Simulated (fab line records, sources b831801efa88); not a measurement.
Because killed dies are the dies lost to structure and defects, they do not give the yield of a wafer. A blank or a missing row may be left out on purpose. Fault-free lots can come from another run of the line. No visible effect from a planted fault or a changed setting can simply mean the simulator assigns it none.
Chamber matching || flow gf180mcu || GF_V1_CVD_02 on pecvd-02: 3 sister chambers
The step deposits SiO2 from TEOS, target thk 850 nm, time 94.851 s. 6 wafers are shown with their chamber, then 7 later ones without.

== WAFERS, EACH WITH ITS CHAMBER ==
{"wafer": "L738.6", "chamber": 2, "heaterPowerW (W)": 665, "runLengthS (s)": 122.6}
{"wafer": "L740.4", "chamber": 0, "heaterPowerW (W)": 660, "runLengthS (s)": 122.7}
{"wafer": "L740.5", "chamber": 2, "heaterPowerW (W)": 766, "runLengthS (s)": 122.8}
{"wafer": "L740.6", "chamber": 1, "heaterPowerW (W)": 614, "runLengthS (s)": 122.6}
{"wafer": "L743.1", "chamber": 0, "heaterPowerW (W)": 612, "runLengthS (s)": 122.5}
{"wafer": "L743.4", "chamber": 1, "heaterPowerW (W)": 735, "runLengthS (s)": 122.7}

== WAFERS WITH NO CHAMBER GIVEN ==
{"wafer": "L743.5", "heaterPowerW (W)": 760, "runLengthS (s)": 122.7}
{"wafer": "L744.4", "heaterPowerW (W)": 802, "runLengthS (s)": 122.7}
{"wafer": "L744.5", "heaterPowerW (W)": 726, "runLengthS (s)": 122.5}
{"wafer": "L744.6", "heaterPowerW (W)": 585, "runLengthS (s)": 122.4}
{"wafer": "L747.5", "heaterPowerW (W)": 728, "runLengthS (s)": 122.5}
{"wafer": "L749.2", "heaterPowerW (W)": 807, "runLengthS (s)": 122.6}
{"wafer": "L749.3", "heaterPowerW (W)": 726, "runLengthS (s)": 122.9}

== WHICH CHAMBER EACH WENT THROUGH ==
{"wafer": "L743.5", "from the rows above": "can't be placed: 2 or 1 or 0", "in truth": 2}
{"wafer": "L744.4", "from the rows above": "can't be placed: 2 or 1 or 0", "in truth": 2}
{"wafer": "L744.5", "from the rows above": "can't be placed: 1 or 0 or 2", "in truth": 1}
{"wafer": "L744.6", "from the rows above": "can't be placed: 0 or 1 or 2", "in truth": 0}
{"wafer": "L747.5", "from the rows above": "can't be placed: 1 or 0 or 2", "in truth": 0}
{"wafer": "L749.2", "from the rows above": "can't be placed: 2 or 1 or 0", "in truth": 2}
{"wafer": "L749.3", "from the rows above": "can't be placed: 2 or 1 or 0", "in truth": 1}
Correct placement for 0 of the 7. Cannot be placed on the basis of these rows: 7; the candidates contain the true chamber in 7. Placed wrongly: 0.
How it was worked out, from the rows above alone: a wafer's distance from a chamber is the root of the sum, over the readings, of the square of ((its reading less the chamber's mean) divided by the reading's scatter). If the next closest chamber is less than 2 further off than the closest, the wafer can't be placed; otherwise it belongs to the closest. For every chamber, the mean is computed from those of its wafers that are shown. The scatter: the root of (the sum of the squares of (reading less its chamber's mean) over the shown wafers, divided by (wafers less chambers)).
